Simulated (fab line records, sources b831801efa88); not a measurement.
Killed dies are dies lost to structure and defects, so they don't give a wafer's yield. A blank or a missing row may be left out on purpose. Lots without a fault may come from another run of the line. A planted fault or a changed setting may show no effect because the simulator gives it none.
One fault seen from 2 desks | flow gf180mcu | each desk has only its own numbers; what lay behind them comes last

THE METROLOGY DESK
What the gauges read, lot by lot, whatever tool the lot ran on: means of the sampled wafers that have a number. A lot is out of limits, marked OUT, if its mean lies more than 4 standard deviations from the usual mean; the brackets give that distance.
Columns: A = NWELL_OVL at GF_NWELL_OVL_MEAS_07, usual 0.7 nm; B = MVSD_TW at GF_MVSD_TW_MEAS_11, usual 1568
lot  | first seen here | A    | B
L731 | day 3 08:23     | 3.4  | 1580
L732 | day 3 12:37     | -0.8 | 1562
L737 | day 4 17:13     | 0.6  | 1548
L741 | day 5 20:16     | 1.1  | 1578
L744 | day 6 17:46     | -0.0 | 1596
L747 | day 7 03:16     | 0.8  | 1610
L746 | day 7 03:25     | 1.5  | 1581
L749 | day 7 12:40     | 1.3  | 1565
L750 | day 7 19:19     | 2.5  | 1563
L751 | day 8 00:46     | 1.4  | 1558
L752 | day 8 02:49     | -0.0 | 1575
L753 | day 8 08:25     | -0.5 | 1568
L754 | day 8 13:13     | 1.4  | 1576
This desk's finding: nothing out of limits on any of the 13 lots.

THE TOOL OWNER'S DESK: implanter-03
The tool's own readings at GF_MVSD_IMPLANT_09: means of the sampled wafers that have a number, for each lot that ran on this tool. A lot is out of limits, marked OUT, if its mean lies more than 4 standard deviations from the usual mean; the brackets give that distance.
Columns: A = beam_energy_keV at GF_MVSD_IMPLANT_09, usual 100.00; B = tilt_deg at GF_MVSD_IMPLANT_09, usual -0.003 degrees
lot  | first seen here | A      | B
L732 | day 4 13:48     | 100.00 | 0.002
L737 | day 5 21:53     | 99.97  | -0.002
L744 | day 8 01:30     | 100.01 | 6.531 (+99 or more) OUT
L747 | day 8 11:14     | 100.02 | 6.501 (+99 or more) OUT
This desk's finding: out of limits on L744, L747; first on L744, day 8 01:30 (tilt_deg at GF_MVSD_IMPLANT_09). In limits: L732, L737.

PUT TOGETHER
The tool owner's desk could have raised an alarm at day 8 01:30, on L744, L747.
The metrology desk saw nothing out of limits.
The metrology desk has L744, L747 on record, within its limits.
Of the lots named, all ran GF_MVSD_IMPLANT_09 on implanter-03.

WHAT THE SIMULATOR HAD PUT IN
Process parameter drift: implanter-03, from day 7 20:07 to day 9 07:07, at GF_MVSD_IMPLANT_09. Setting tilt_deg, moved by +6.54, from 0. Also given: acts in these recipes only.
Lots struck among those shown: L744, L747.
Hours from the fault's start to each desk's first reading out of limits: the tool owner's desk, 5.
